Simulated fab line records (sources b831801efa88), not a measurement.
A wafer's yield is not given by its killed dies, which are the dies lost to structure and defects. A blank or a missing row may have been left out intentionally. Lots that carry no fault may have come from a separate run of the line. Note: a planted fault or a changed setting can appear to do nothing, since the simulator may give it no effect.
Matching of chambers ; flow sky130 ; SKY_PAD_OPEN_ETCH_07 on rieDiel-02: 4 sister chambers
The step etches the open film in CF4/O2, stops on AlCu, target depth 725 nm, time 161.1 s. 8 wafers are shown with their chamber, then 10 later ones without.

## EACH WAFER AND ITS CHAMBER
wafer;chamber;drypumpMotorCurrentA (A);oesProductAu (a.u.)
L083.2;0;5.7;0.984
L088.1;0;5.7;0.980
L088.2;2;6.3;0.985
L088.3;1;5.8;0.976
L088.5;2;6.2;0.989
L088.6;3;5.4;0.974
L089.1;1;5.8;0.976
L089.2;3;5.4;0.963

## WAFERS WITHOUT THEIR CHAMBER
wafer;drypumpMotorCurrentA (A);oesProductAu (a.u.)
L089.3;5.7;0.978
L089.4;6.2;0.987
L089.5;5.8;0.982
L089.6;6.2;0.975
L095.2;5.7;0.981
L095.3;5.8;0.982
L095.4;5.3;0.979
L096.1;5.3;0.971
L096.5;5.7;0.986
L096.6;5.3;0.965

## CHAMBER TAKEN BY EACH
wafer;from the rows above;in truth
L089.3;can't be placed: 0 or 1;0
L089.4;2;2
L089.5;can't be placed: 1 or 0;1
L089.6;2;2
L095.2;0;0
L095.3;can't be placed: 1 or 0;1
L095.4;3;3
L096.1;3;3
L096.5;0;0
L096.6;3;3
Correctly placed: 7 of 10. Can't be placed from these rows: 3 (the true chamber is among the candidates in 3). Placed wrongly: 0.
How it was worked out, from the rows above alone: a wafer's distance from a chamber is the root of the sum, over the readings, of the square of ((its reading less the chamber's mean) divided by the reading's scatter). If the next closest chamber is less than 2 further off than the closest, the wafer can't be placed; otherwise it belongs to the closest. A chamber's mean is the mean of its shown wafers. The scatter: the root of (the sum of the squares of (reading less its chamber's mean) over the shown wafers, divided by (wafers less chambers)).
